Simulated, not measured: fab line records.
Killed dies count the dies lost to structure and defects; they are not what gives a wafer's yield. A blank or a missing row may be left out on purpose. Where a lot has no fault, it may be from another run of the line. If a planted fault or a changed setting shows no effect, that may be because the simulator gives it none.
fab line records	flow sky130
record: lots: 5	wafers: 15	last_day: 50
route steps=708 shown LI_CONTACT@375 LOCAL_INTERCONNECT@387 PAD_OPEN@708
lots that met no fault: taken from a fault-free run of the same line
start_h: the number of hours between the record's first day and the start of the first shown wafer of the lot	wait_h: how many hours have passed since the lot's step before this one	" as in the row above	L1.1+2: one row covering several wafers at once	- value missing, or start not given	* or withheld: withheld	< > ~ a bound
route shown NAME@n: names a module that has steps shown in the file, with the first one's number in the route	usual: mean/standard deviation of fault-free wafers	same: alike in all rows	chamber/n: place in a boat	sites: per-site readings	_std_site: standard deviation of those values	_edge_site: the outer-site mean with the inner-site mean subtracted	radius_mm: for every site, how far away it sits from the centre of the wafer	mask NAME#n: copy n	behind: the last tool/chamber to shape the wafer	hold: reason for holding the lot/hours on hold/outcome of the hold	device: whichever transistor did not switch (one of n, p or np)	end of line: tests run on the same wafers once the route is complete	a step without rows: its recipe alone	killed: not the wafer's yield, but the dies lost to structure and defects at the first sort	map: shows each die of a wafer: x if killed, . if not, _ if none is there
set.NAME: the setting the step ran with; set.NAME@STEP: the setting that earlier step ran with	model.NAME: the simulator's own value behind a step, which no gauge read
lots seen at some steps along the route; tables by step, rows by wafer
services: a tool's chamber out of use, with start hour (start_h, from the record's first day; less than 0 if before it), hours out, and reason
== steps ==
step: SKY_LI_CONTACT_OVL_MEAS_13
usual: LI_CONTACT_OVL: 4/6.5
lot.wafer	tool	chamber	start_h	wait_h	LI_CONTACT_OVL[nm]
L136.1	overlay-01	-	718.89	0.1	-3
L136.2	"	-	"	"	0
L136.6	"	-	"	"	4
L139.1	overlay-01	-	738.10	0.1	3
L139.4	"	-	"	"	9
L139.5	"	-	"	"	6
L142.1	overlay-01	-	765.55	0.1	15
L142.5	"	-	"	"	6
L142.6	"	-	"	"	7
L150.2	overlay-02	-	843.45	0.1	-5
L150.3	"	-	"	"	-3
L150.5	"	-	"	"	1
L153.1	overlay-02	-	857.47	0.1	13
L153.3	"	-	"	"	11
L153.5	"	-	"	"	4
step: SKY_LI_CONTACT_ETCH_14
recipe: chemistry: N2/H2	target: BARC	ion_energy_ev: 200	source_w: 500	bias_w: 100	pressure_mtorr: 30	n2_flow_sccm: 100	h2_flow_sccm: 200	stop_on: SiO2	time_s: 45.9	target_depth_a: 600
step: SKY_LI_CONTACT_ETCH_15
recipe: target: PSG	chemistry: C4F8/O2/Ar	stop_on: Si	taper_deg: 4.15	mask_material: KrF-thick	source_w: 1500	bias_w: 1200	pressure_mtorr: 40	c4f8_flow_sccm: withheld	O2_flow_sccm: 6	Ar_flow_sccm: 300	time_s: withheld	target_depth_a: 6000
usual: oes_product_au: 0.837/0.0046
lot.wafer	tool	chamber	start_h	wait_h	oes_product_au
L136.1	rie_diel-01	3	718.97	0.0	0.837
L136.2	"	2	"	"	0.837
L136.6	"	0	"	"	0.838
L139.1	rie_diel-03	3	738.17	0.0	0.832
L139.4	"	2	"	"	0.842
L139.5	"	2	"	"	0.829
L142.1	rie_diel-04	0	765.62	0.0	0.838
L142.5	"	3	"	"	0.839
L142.6	"	2	"	"	0.833
L150.2	rie_diel-04	2	843.52	0.0	0.838
L150.3	"	0	"	"	0.833
L150.5	"	2	"	"	0.827
L153.1	rie_diel-01	3	857.55	0.0	0.839
L153.3	"	0	"	"	0.846
L153.5	"	1	"	"	0.832
step: SKY_LI_CONTACT_STRIP_16
recipe: chemistry: O2/N2	power_w: 1400	pressure_mtorr: 1500	platen_temp_c: withheld	o2_flow_sccm: 3000	n2_flow_sccm: 300	overash_fraction: 0.5
usual: drypump_motor_current_A: 5.4/0.44	oes_product_au: 0.376/0.0038	strip_time_to_endpoint_s: 3.50/0.038
lot.wafer	tool	chamber	start_h	wait_h	drypump_motor_current_A	oes_product_au	rf_hours_counter_h	strip_time_to_endpoint_s
L136.1	plasma_asher-01	1	719.05	-	4.9	0.372	91	3.47
L136.2	"	0	"	"	5.7	0.380	91	3.55
L136.6	"	1	"	"	4.9	0.383	-	3.50
L139.1	plasma_asher-01	0	738.26	-	5.7	0.383	93	3.45
L139.4	"	1	"	"	4.8	0.376	-	3.49
L139.5	"	1	"	"	4.8	0.371	-	3.49
L142.1	plasma_asher-02	1	765.71	-	5.6	0.378	65	3.48
L142.5	"	1	"	"	5.6	0.373	-	3.46
L142.6	"	0	"	"	5.1	0.375	-	3.54
L150.2	plasma_asher-01	0	843.61	-	5.7	0.383	103	3.54
L150.3	"	0	"	"	5.7	0.371	-	3.46
L150.5	"	1	"	"	4.8	0.370	-	3.56
L153.1	plasma_asher-01	0	857.64	-	5.7	0.373	105	3.49
L153.3	"	1	"	"	4.8	0.378	-	3.49
L153.5	"	0	"	"	5.7	0.376	-	3.44
step: SKY_LI_CONTACT_CLEAN_17
recipe: chemistry: NMP	time_s: 600	temp_c: 60	dry: n2_spin
step: SKY_LI_CONTACT_PRE_CLEAN_18
recipe: gas: Ar	time_s: 5.6	bias_v: 358
step: SKY_LI_CONTACT_SPUTTER_19
recipe: material: Ti	target_thk_nm: 20	chamber_pressure_pa: 5	power_w: 2500	substrate_temp_c: 200	time_s: 106.37
step: SKY_LI_CONTACT_SPUTTER_20
recipe: material: TiN	target_thk_nm: 20	chamber_pressure_pa: 5	power_w: 4000	time_s: 80
usual: chamber_pressure_pa: 4.999/0.01	throttle_valve_pct: 29.7/1.1
lot.wafer	tool	chamber	start_h	wait_h	chamber_pressure_pa	throttle_valve_pct
L136.1	pvd_sputter-01	-	719.43	0.0	4.993	29.6
L136.2	"	-	"	"	5.014	29.9
L136.6	"	-	"	"	5.007	30.1
L139.1	pvd_sputter-01	-	738.63	0.0	4.990	29.6
L139.4	"	-	"	"	4.991	29.8
L139.5	"	-	"	"	4.994	28.7
L142.1	pvd_sputter-03	-	766.08	0.0	5.003	28.8
L142.5	"	-	"	"	5.004	29.1
L142.6	"	-	"	"	4.999	29.3
L150.2	pvd_sputter-01	-	843.99	0.0	4.999	29.7
L150.3	"	-	"	"	4.990	28.8
L150.5	"	-	"	"	4.977	31.2
L153.1	pvd_sputter-03	-	858.01	0.0	4.993	31.5
L153.3	"	-	"	"	4.977	29.0
L153.5	"	-	"	"	4.990	28.6
step: SKY_LI_CONTACT_CVD_21
recipe: material: W	target_thk_nm: 400	time_s: 120.56	temp_c: 400	pressure_torr: 40
usual: heater_power_w: 783/53
lot.wafer	tool	chamber	start_h	wait_h	heater_power_w
L136.1	cvd_w-01	1	719.49	0.0	777
L136.2	"	0	"	"	703
L136.6	"	1	"	"	797
L139.1	cvd_w-01	1	738.69	0.0	817
L139.4	"	0	"	"	698
L139.5	"	0	"	"	725
L142.1	cvd_w-02	0	766.14	0.0	749
L142.5	"	1	"	"	838
L142.6	"	0	"	"	735
L150.2	cvd_w-02	1	844.09	0.1	847
L150.3	"	1	"	"	854
L150.5	"	1	"	"	842
L153.1	cvd_w-02	1	858.07	0.0	858
L153.3	"	1	"	"	844
L153.5	"	0	"	"	740
step: SKY_LI_CONTACT_RS_MEAS_22
recipe: thk_meas_gauge: four-point-probe	reads: W_of_LI_CONTACT_CVD_21+TiN_of_LI_CONTACT_SPUTTER_20+Ti_of_LI_CONTACT_SPUTTER_19
usual: LI_CONTACT_W_RS: 0.290/0.0031
lot.wafer	tool	chamber	start_h	wait_h	LI_CONTACT_W_RS[ohm/sq]
L136.1	film_metro-01	-	719.61	0.1	0.289
L136.2	"	-	"	"	0.291
L136.6	"	-	"	"	0.291
L139.1	film_metro-04	-	738.82	0.1	0.289
L139.4	"	-	"	"	0.295
L139.5	"	-	"	"	0.294
L142.1	film_metro-04	-	766.27	0.1	0.289
L142.5	"	-	"	"	0.288
L142.6	"	-	"	"	0.292
L150.2	film_metro-02	-	844.32	0.2	0.293
L150.3	"	-	"	"	0.288
L150.5	"	-	"	"	0.287
L153.1	film_metro-02	-	858.19	0.1	0.290
L153.3	"	-	"	"	0.289
L153.5	"	-	"	"	0.287
step: SKY_LI_CONTACT_THK_MEAS_23
recipe: thk_meas_gauge: xrf	reads: W_of_LI_CONTACT_CVD_21
usual: LI_CONTACT_W_THK: 386/4.5
lot.wafer	tool	chamber	start_h	wait_h	LI_CONTACT_W_THK[nm]
L136.1	film_metro-01	-	719.73	0.1	387
L136.2	"	-	"	"	387
L136.6	"	-	"	"	382
L139.1	film_metro-04	-	738.94	0.1	384
L139.4	"	-	"	"	377
L139.5	"	-	"	"	377
L142.1	film_metro-04	-	766.39	0.1	387
L142.5	"	-	"	"	389
L142.6	"	-	"	"	386
L150.2	film_metro-02	-	844.43	0.1	376
L150.3	"	-	"	"	387
L150.5	"	-	"	"	387
L153.1	film_metro-02	-	858.31	0.1	380
L153.3	"	-	"	"	384
L153.5	"	-	"	"	385
step: SKY_LI_CONTACT_CMP_24
recipe: stop_on: PSG	t_overpolish_s: 20	down_force_psi: 3.5	platen_rpm: 60	target_thk_nm: 0	pad_velocity_m_s: 0.94248
step: SKY_LOCAL_INTERCONNECT_SPUTTER_00
recipe: material: TiN	target_thk_nm: 100	temp_c: 300	power_w: 6500	time_s: 83.3	chamber_pressure_pa: 0.4
usual: chamber_pressure_pa: 0.4000/0.00075	throttle_valve_pct: 30.0/0.91
lot.wafer	tool	chamber	start_h	wait_h	chamber_pressure_pa	throttle_valve_pct	model.TiN_of_LOCAL_INTERCONNECT_SPUTTER_00.thk_nm
L136.1	pvd_sputter-04	-	720.09	0.1	0.4010	31.1	99.97
L136.2	"	-	"	"	0.4005	30.3	100.2
L136.6	"	-	"	"	0.4012	30.4	99.49
L139.1	pvd_sputter-04	-	739.30	0.1	0.3992	29.6	99.51
L139.4	"	-	"	"	0.4015	30.9	99.25
L139.5	"	-	"	"	0.3994	29.7	100.3
L142.1	pvd_sputter-04	-	766.75	0.2	0.4002	30.5	99.7
L142.5	"	-	"	"	0.3993	29.7	99.03
L142.6	"	-	"	"	0.3997	29.6	95.76
L150.2	pvd_sputter-02	-	844.78	0.2	0.3995	31.1	101.4
L150.3	"	-	"	"	0.3993	28.8	101.2
L150.5	"	-	"	"	0.3995	28.6	101.5
L153.1	pvd_sputter-04	-	858.67	0.2	0.3998	30.8	98.9
L153.3	"	-	"	"	0.3994	29.7	97.42
L153.5	"	-	"	"	0.4005	30.7	98.65
step: SKY_LOCAL_INTERCONNECT_RS_MEAS_01
recipe: thk_meas_gauge: four-point-probe	reads: TiN_of_LOCAL_INTERCONNECT_SPUTTER_00
usual: LOCAL_INTERCONNECT_TIN_RS: 14.23/0.16
lot.wafer	tool	chamber	start_h	wait_h	LOCAL_INTERCONNECT_TIN_RS[ohm/sq]
L136.1	film_metro-03	-	720.15	0.0	14.19
L136.2	"	-	"	"	14.11
L136.6	"	-	"	"	14.23
L139.1	film_metro-03	-	739.37	0.0	14.25
L139.4	"	-	"	"	14.27
L139.5	"	-	"	"	14.13
L142.1	film_metro-01	-	766.81	0.0	14.18
L142.5	"	-	"	"	14.29
L142.6	"	-	"	"	14.80
L150.2	film_metro-01	-	844.87	0.1	13.94
L150.3	"	-	"	"	13.98
L150.5	"	-	"	"	13.95
L153.1	film_metro-04	-	858.74	0.0	14.32
L153.3	"	-	"	"	14.55
L153.5	"	-	"	"	14.34
step: SKY_LOCAL_INTERCONNECT_THK_MEAS_02
recipe: thk_meas_gauge: xrf	reads: TiN_of_LOCAL_INTERCONNECT_SPUTTER_00
usual: LOCAL_INTERCONNECT_TIN_THK: 98.8/1.1
lot.wafer	tool	chamber	start_h	wait_h	LOCAL_INTERCONNECT_TIN_THK[nm]
L136.1	film_metro-03	-	720.27	0.1	99.1
L136.2	"	-	"	"	98.9
L136.6	"	-	"	"	99.0
L139.1	film_metro-03	-	739.49	0.1	98.4
L139.4	"	-	"	"	98.7
L139.5	"	-	"	"	99.3
L142.1	film_metro-01	-	766.93	0.1	97.9
L142.5	"	-	"	"	97.4
L142.6	"	-	"	"	94.0
L150.2	film_metro-01	-	844.98	0.1	100.6
L150.3	"	-	"	"	100.4
L150.5	"	-	"	"	100.5
L153.1	film_metro-04	-	858.86	0.1	98.0
L153.3	"	-	"	"	96.3
L153.5	"	-	"	"	98.0
step: SKY_LOCAL_INTERCONNECT_DEHYDRATE_03
recipe: temp_c: 200	time_s: 60
step: SKY_LOCAL_INTERCONNECT_HMDS_04
recipe: prime_time_s: 60	prime_temp_c: 120
step: SKY_LOCAL_INTERCONNECT_COAT_05
recipe: resist: BARC	temp_c: withheld	time_s: withheld	spin_rpm: 3000	resist_thk_nm: 60
step: SKY_LOCAL_INTERCONNECT_COAT_06
recipe: resist: KrF-thick	spin_rpm: 3000	resist_thk_nm: 450
step: SKY_LOCAL_INTERCONNECT_SOFTBAKE_07
recipe: temp_c: 100	time_s: 90	resist: KrF-thick
step: SKY_LOCAL_INTERCONNECT_EXPOSE_08
recipe: mask_id: LI1M	na: 0.8	source_shape: annular	sigma_inner: 0.55	sigma_outer: 0.85	target_cd_nm: 170	dose_mj: 28
step: SKY_LOCAL_INTERCONNECT_PEB_09
recipe: peb_temp_c: withheld	peb_time_s: withheld	resist: KrF-thick
step: SKY_LOCAL_INTERCONNECT_DEVELOP_10
recipe: develop_time_s: 60	resist: KrF-thick	dev_temp_c: 21
step: SKY_LOCAL_INTERCONNECT_CD_MEAS_11
recipe: target_cd_nm: 170
usual: cd_nm: 170.6/1.5
lot.wafer	tool	chamber	start_h	wait_h	cd_nm
L136.1	cd_sem-02	-	748.08	-	171.9
L136.2	"	-	"	"	172.4
L136.6	"	-	"	"	173.3
L139.1	cd_sem-02	-	767.12	-	168.3
L139.4	"	-	"	"	170.1
L139.5	"	-	"	"	170.1
L142.1	cd_sem-02	-	793.93	-	169.3
L142.5	"	-	"	"	169.4
L142.6	"	-	"	"	169.2
L150.2	cd_sem-01	-	871.59	-	173.8
L150.3	"	-	"	"	173.2
L150.5	"	-	"	"	173.8
L153.1	cd_sem-01	-	885.42	-	171.1
L153.3	"	-	"	"	171.8
L153.5	"	-	"	"	170.7
step: SKY_LOCAL_INTERCONNECT_OVL_MEAS_12
usual: LOCAL_INTERCONNECT_OVL: 1/4.6
lot.wafer	tool	chamber	start_h	wait_h	LOCAL_INTERCONNECT_OVL[nm]
L136.1	overlay-02	-	748.20	0.1	-8
L136.2	"	-	"	"	-2
L136.6	"	-	"	"	6
L139.1	overlay-01	-	767.24	0.1	-3
L139.4	"	-	"	"	-1
L139.5	"	-	"	"	-2
L142.1	overlay-02	-	794.05	0.1	10
L142.5	"	-	"	"	10
L142.6	"	-	"	"	5
L150.2	overlay-01	-	871.70	0.1	1
L150.3	"	-	"	"	-7
L150.5	"	-	"	"	-8
L153.1	overlay-02	-	885.54	0.1	6
L153.3	"	-	"	"	3
L153.5	"	-	"	"	3
step: SKY_LOCAL_INTERCONNECT_ETCH_13
recipe: chemistry: N2/H2	target: BARC	ion_energy_ev: 200	bias_w: 100	pressure_mtorr: 30	n2_flow_sccm: 100	h2_flow_sccm: 200	icp_w: 500	stop_on: SiO2	time_s: 45.9	target_depth_a: 600
step: SKY_LOCAL_INTERCONNECT_METAL_ETCH_14
recipe: target_depth_nm: 110	stop_on: PSG	chemistry: Cl2/BCl3	target: TiN	resist_sidewall_deg: 88	pressure_mtorr: 10	icp_w: 900	bias_w: 48.5	Cl2_flow_sccm: 60	bcl3_flow_sccm: 30	time_s: 31.4
usual: drypump_motor_current_A: 5.5/0.47	oes_product_au: 0.938/0.0077	throttle_valve_pct: 21.903/0.0093
lot.wafer	tool	chamber	start_h	wait_h	drypump_motor_current_A	oes_product_au	rf_hours_counter_h	throttle_valve_pct	model.LOCAL_INTERCONNECT.feature_depth_nm	model.etch.depth_nm
L136.1	rie_metal-04	1	748.29	0.0	4.7	0.946	6	21.899	99.97	99.97
L136.2	"	0	"	"	5.8	0.938	8	21.899	100.2	100.2
L136.6	"	0	"	"	5.8	0.937	-	21.919	99.49	99.49
L139.1	rie_metal-02	1	767.34	0.0	5.3	0.945	15	21.894	99.51	99.51
L139.4	"	0	"	"	6.0	0.932	-	21.905	99.25	99.25
L139.5	"	0	"	"	6.0	0.940	-	21.894	100.3	100.3
L142.1	rie_metal-04	1	794.15	0.0	4.8	0.943	7	21.917	99.7	99.7
L142.5	"	0	"	"	5.8	0.929	-	21.917	99.03	99.03
L142.6	"	1	"	"	4.7	0.910	-	21.917	95.76	95.76
L150.2	rie_metal-02	1	871.87	0.1	5.3	0.948	-	21.889	101.4	101.4
L150.3	"	1	"	"	5.3	0.952	-	21.884	101.2	101.2
L150.5	"	1	"	"	5.3	0.956	-	21.895	101.5	101.5
L153.1	rie_metal-04	0	885.64	0.0	5.9	0.936	14	21.904	98.9	98.9
L153.3	"	0	"	"	5.8	0.926	-	21.921	97.42	97.42
L153.5	"	1	"	"	4.7	0.937	-	21.899	98.65	98.65
step: SKY_LOCAL_INTERCONNECT_STRIP_15
recipe: chemistry: O2/N2	power_w: 1400	pressure_mtorr: 1500	platen_temp_c: withheld	o2_flow_sccm: 3000	n2_flow_sccm: 300	overash_fraction: 0.5
usual: drypump_motor_current_A: 5.3/0.5	oes_product_au: 0.427/0.0051	strip_time_to_endpoint_s: 4.719/0.019
lot.wafer	tool	chamber	start_h	wait_h	drypump_motor_current_A	oes_product_au	rf_hours_counter_h	strip_time_to_endpoint_s
L136.1	plasma_asher-03	0	748.35	0.0	6.3	0.426	1	4.724
L136.2	"	1	"	"	5.8	0.423	1	4.706
L136.6	"	0	"	"	6.3	0.426	-	4.707
L139.1	plasma_asher-04	1	767.39	0.0	4.9	0.429	32	4.727
L139.4	"	0	"	"	5.2	0.424	-	4.714
L139.5	"	0	"	"	5.2	0.418	-	4.721
L142.1	plasma_asher-04	0	794.20	0.0	5.2	0.421	35	4.717
L142.5	"	1	"	"	4.9	0.425	-	4.714
L142.6	"	0	"	"	5.2	0.437	-	4.755
L150.2	plasma_asher-01	0	871.96	0.1	5.7	0.430	106	4.723
L150.3	"	1	"	"	4.8	0.433	-	4.710
L150.5	"	1	"	"	4.8	0.420	-	4.693
L153.1	plasma_asher-04	0	885.69	0.0	5.2	0.428	44	4.723
L153.3	"	0	"	"	5.2	0.415	-	4.691
L153.5	"	1	"	"	4.9	0.420	-	4.702
step: SKY_LOCAL_INTERCONNECT_STRIP_16
recipe: chemistry: post_etch_residue_remover	time_s: 1200	temp_c: 72.5
lot.wafer	tool	chamber	start_h	wait_h	model.TiN_of_LOCAL_INTERCONNECT_SPUTTER_00.thk_nm
L136.1	wet_bench-01	3	748.45	0.1	99.54
L136.2	"	3	"	"	99.78
L136.6	"	3	"	"	99.07
L139.1	wet_bench-01	2	767.50	0.1	99.09
L139.4	"	2	"	"	98.82
L139.5	"	2	"	"	99.91
L142.1	wet_bench-03	1	794.30	0.1	99.28
L142.5	"	1	"	"	98.61
L142.6	"	1	"	"	95.34
L150.2	wet_bench-04	2	872.06	0.1	101
L150.3	"	2	"	"	100.7
L150.5	"	2	"	"	101.1
L153.1	wet_bench-01	2	885.79	0.1	98.48
L153.3	"	2	"	"	97
L153.5	"	2	"	"	98.23
step: SKY_LOCAL_INTERCONNECT_CLEAN_17
recipe: chemistry: IPA	time_s: 180	temp_c: 25
step: SKY_PAD_OPEN_PROBE_99
usual: killed_at_M0_to_M3: 44/7.4	killed_at_M4_up: 3.1/1.8	killed_at_contacts: 25/6	killed_at_front_end: 15/4.4	killed_at_other: 0.3/0.49	killed_dies: 88/10	killed_open: 48/7.4	killed_short: 39/6.3
same: gross_dies: 492	killed_at_back_side: 0
lot.wafer	tool	chamber	start_h	wait_h	killed_at_M0_to_M3	killed_at_M4_up	killed_at_contacts	killed_at_front_end	killed_at_other	killed_dies	killed_open	killed_short	model.etest.res_li.line_ohm_um	model.etest.res_li.rs_ohm_sq
L136.1	prober-01	-	1111.59	0.1	40	4	33	20	0	97	53	44	74.02	12.78
L136.2	prober-01	-	1111.64	0.1	47	3	24	16	0	90	49	41	73.36	12.75
L136.6	prober-01	-	1111.84	0.2	35	0	32	19	0	86	51	35	73.95	12.79
L139.1	prober-02	-	1124.55	0.1	48	5	31	11	0	95	46	49	76.89	12.74
L139.4	prober-02	-	1124.70	0.2	45	2	18	16	0	81	40	41	75.81	12.89
L139.5	prober-02	-	1124.75	0.2	48	6	30	16	0	100	54	46	74.84	12.75
L142.1	prober-01	-	1144.26	0.1	52	3	24	15	0	94	49	45	75.38	12.77
L142.5	prober-01	-	1144.46	0.2	49	2	23	15	1	90	53	37	74.98	12.86
L142.6	prober-01	-	1144.51	0.2	38	4	24	15	0	81	45	36	78.57	13.26
L150.2	prober-01	-	1199.21	0.1	44	4	23	15	0	86	43	42	71.64	12.52
L150.3	prober-01	-	1199.26	0.2	37	3	27	18	0	85	42	42	72.94	12.51
L150.5	prober-01	-	1199.36	0.2	43	0	30	18	1	92	53	38	72.66	12.58
L153.1	prober-02	-	1207.81	0.1	42	4	19	16	0	81	46	35	75.68	12.79
L153.3	prober-02	-	1207.91	0.2	48	5	15	15	1	84	49	35	76.13	13.13
L153.5	prober-02	-	1208.01	0.2	37	2	28	15	0	82	54	28	76.2	12.88
killed by level:class
L136.1 LI_CONTACT:geometric_particle:open=11 VIA1:geometric_particle:open=11 CONTACT:geometric_particle:open=9 LOCAL_INTERCONNECT:geometric_particle:short=7 FIELD_ISO:geometric_particle:short=6 METAL2:geometric_particle:short=6 POLY_GATE:geometric_particle:short=5 VIA1:geometric_particle:short=5
L136.2 VIA1:geometric_particle:open=14 VIA2:geometric_particle:open=9 VIA1:geometric_particle:short=8 LI_CONTACT:geometric_particle:open=6 CONTACT:geometric_particle:short=6 VIA3:geometric_particle:open=6 FIELD_ISO:geometric_particle:open=5 LI_CONTACT:geometric_particle:short=5
L136.6 CONTACT:geometric_particle:open=17 VIA1:geometric_particle:open=12 FIELD_ISO:geometric_particle:short=6 LI_CONTACT:geometric_particle:open=5 LOCAL_INTERCONNECT:geometric_particle:short=5 METAL3:geometric_particle:short=5 VIA3:geometric_particle:open=5 FIELD_ISO:geometric_particle:open=4
L139.1 CONTACT:geometric_particle:open=10 METAL2:geometric_particle:short=10 CONTACT:geometric_particle:short=9 METAL1:geometric_particle:short=8 VIA1:geometric_particle:open=7 VIA3:geometric_particle:open=7 VIA2:geometric_particle:open=6 LI_CONTACT:geometric_particle:short=4
L139.4 VIA3:geometric_particle:open=10 VIA1:geometric_particle:short=6 VIA1:geometric_particle:open=6 LI_CONTACT:geometric_particle:short=5 VIA2:geometric_particle:open=5 FIELD_ISO:geometric_particle:short=4 CONTACT:geometric_particle:open=4 METAL2:geometric_particle:short=4
L139.5 VIA1:geometric_particle:open=16 CONTACT:geometric_particle:open=12 POLY_GATE:geometric_particle:short=8 LI_CONTACT:geometric_particle:open=8 VIA2:geometric_particle:open=7 METAL1:geometric_particle:short=6 VIA1:geometric_particle:short=5 LOCAL_INTERCONNECT:geometric_particle:short=4
L142.1 VIA1:geometric_particle:open=13 CONTACT:geometric_particle:open=9 METAL2:geometric_particle:short=6 VIA2:geometric_particle:open=6 VIA1:geometric_particle:short=6 POLY_GATE:geometric_particle:short=5 LI_CONTACT:geometric_particle:open=5 LOCAL_INTERCONNECT:geometric_particle:short=5
L142.5 VIA2:geometric_particle:open=13 VIA1:geometric_particle:open=12 LI_CONTACT:geometric_particle:open=9 VIA1:geometric_particle:short=6 FIELD_ISO:geometric_particle:open=5 POLY_GATE:geometric_particle:short=5 CONTACT:geometric_particle:open=5 METAL2:geometric_particle:short=5
L142.6 LI_CONTACT:geometric_particle:open=8 CONTACT:geometric_particle:open=8 VIA3:geometric_particle:open=8 METAL1:geometric_particle:short=5 METAL2:geometric_particle:short=5 FIELD_ISO:geometric_particle:open=4 POLY_GATE:geometric_particle:short=4 METAL3:geometric_particle:short=4
L150.2 VIA1:geometric_particle:open=9 VIA3:geometric_particle:open=9 POLY_GATE:geometric_particle:short=6 LOCAL_INTERCONNECT:geometric_particle:short=6 VIA2:geometric_particle:short=5 VIA2:geometric_particle:open=5 LI_CONTACT:geometric_particle:open=4 CONTACT:geometric_particle:short=4
L150.3 POLY_GATE:geometric_particle:open=8 VIA2:geometric_particle:open=8 LI_CONTACT:geometric_particle:open=7 CONTACT:geometric_particle:open=7 VIA1:geometric_particle:short=6 CONTACT:geometric_particle:short=6 FIELD_ISO:geometric_particle:short=5 METAL1:geometric_particle:short=5
L150.5 CONTACT:geometric_particle:open=16 VIA1:geometric_particle:open=9 METAL1:geometric_particle:short=7 VIA2:geometric_particle:open=7 FIELD_ISO:geometric_particle:short=5 LI_CONTACT:geometric_particle:open=5 CONTACT:geometric_particle:short=5 VIA2:geometric_particle:short=5
L153.1 VIA1:geometric_particle:open=13 CONTACT:geometric_particle:open=8 VIA2:geometric_particle:short=6 VIA2:geometric_particle:open=5 VIA3:geometric_particle:short=5 POLY_GATE:geometric_particle:open=4 POLY_GATE:geometric_particle:short=4 METAL2:geometric_particle:short=4
L153.3 VIA1:geometric_particle:open=12 VIA3:geometric_particle:open=11 VIA1:geometric_particle:short=6 FIELD_ISO:geometric_particle:short=5 LI_CONTACT:geometric_particle:open=5 VIA2:geometric_particle:open=5 CONTACT:geometric_particle:open=4 METAL1:geometric_particle:short=4
L153.5 CONTACT:geometric_particle:open=11 FIELD_ISO:geometric_particle:open=8 VIA3:geometric_particle:open=8 VIA2:geometric_particle:open=6 LOCAL_INTERCONNECT:geometric_particle:short=5 METAL1:geometric_particle:short=5 VIA1:geometric_particle:open=5 VIA1:geometric_particle:short=5
== services ==
tool	chamber	start_h	hours	kind
pvd_sputter-03	-	716.17	9.4	repair
rie_metal-02	0	718.64	4.6	repair
rie_diel-01	0	742.49	2.3	repair
cvd_w-02	-	750.53	1.5	repair
wet_bench-01	-	754.41	11.3	repair
cvd_w-02	-	766.68	3.2	repair
cvd_w-02	-	769.83	4.3	pm
rie_diel-04	-	770.10	4.3	pm
rie_diel-01	2	801.81	9.5	repair
rie_metal-02	0	802.16	16.8	repair
cvd_w-02	0	813.04	42.2	repair
rie_diel-01	2	821.06	6.9	repair
rie_metal-02	-	822.78	1.4	pm
rie_diel-04	0	824.30	7.4	repair
rie_diel-01	-	824.76	0.8	repair
rie_diel-04	1	840.81	7.8	repair
rie_metal-02	0	855.72	25.8	repair
plasma_asher-04	-	856.49	1.2	repair
rie_diel-04	3	857.72	8.3	repair
rie_diel-01	3	862.30	2.6	repair
pvd_sputter-01	-	865.98	2.0	repair
cvd_w-02	-	869.05	0.4	repair
cvd_w-02	-	878.95	0.9	repair
cvd_w-01	1	884.75	4.2	repair
== key ==
first_sign: step: SKY_LOCAL_INTERCONNECT_RS_MEAS_01	reading: LOCAL_INTERCONNECT_TIN_RS	direction: up	sigmas: 3.4	usual: 14.23	struck: 14.80
effect: step: SKY_LOCAL_INTERCONNECT_THK_MEAS_02	reading: LOCAL_INTERCONNECT_TIN_THK	direction: down	sigmas: 4.3	usual: 98.8	struck: 94.0
effect: step: SKY_LOCAL_INTERCONNECT_METAL_ETCH_14	reading: oes_product_au	direction: down	sigmas: 3.6	usual: 0.938	struck: 0.910
model_effect: step: SKY_LOCAL_INTERCONNECT_SPUTTER_00	value: TiN_of_LOCAL_INTERCONNECT_SPUTTER_00.thk_nm	without: 98.91	struck: 95.76
model_effect: step: SKY_LOCAL_INTERCONNECT_METAL_ETCH_14	value: LOCAL_INTERCONNECT.feature_depth_nm	without: 98.91	struck: 95.76
model_effect: step: SKY_LOCAL_INTERCONNECT_STRIP_16	value: TiN_of_LOCAL_INTERCONNECT_SPUTTER_00.thk_nm	without: 98.49	struck: 95.34
model_effect: step: SKY_PAD_OPEN_PROBE_99	value: etest.res_li.line_ohm_um	without: 76.08	struck: 78.57
met_at SKY_LOCAL_INTERCONNECT_SPUTTER_00
struck_wafers L142.6
tester_left_out L142
onset_between 739.30 766.75
fault: kind: process_parameter_drift	tool: pvd_sputter-04	chamber: -	onset_h: 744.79	steps: SKY_LOCAL_INTERCONNECT_SPUTTER_00	channel: target_thk_nm	offset: -3.1487	shape: step	end_h: 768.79	scope: struck_wafers_only	acts_in: these_recipes_only	stated: 100
tester_left_out: of these lots the tester's yield and bins aren't shown, on N5 and GAA mostly nor the transistor test; their killed dies are dies lost to structure and defects alone, not to doping, threshold or leakage, so they don't give the yield
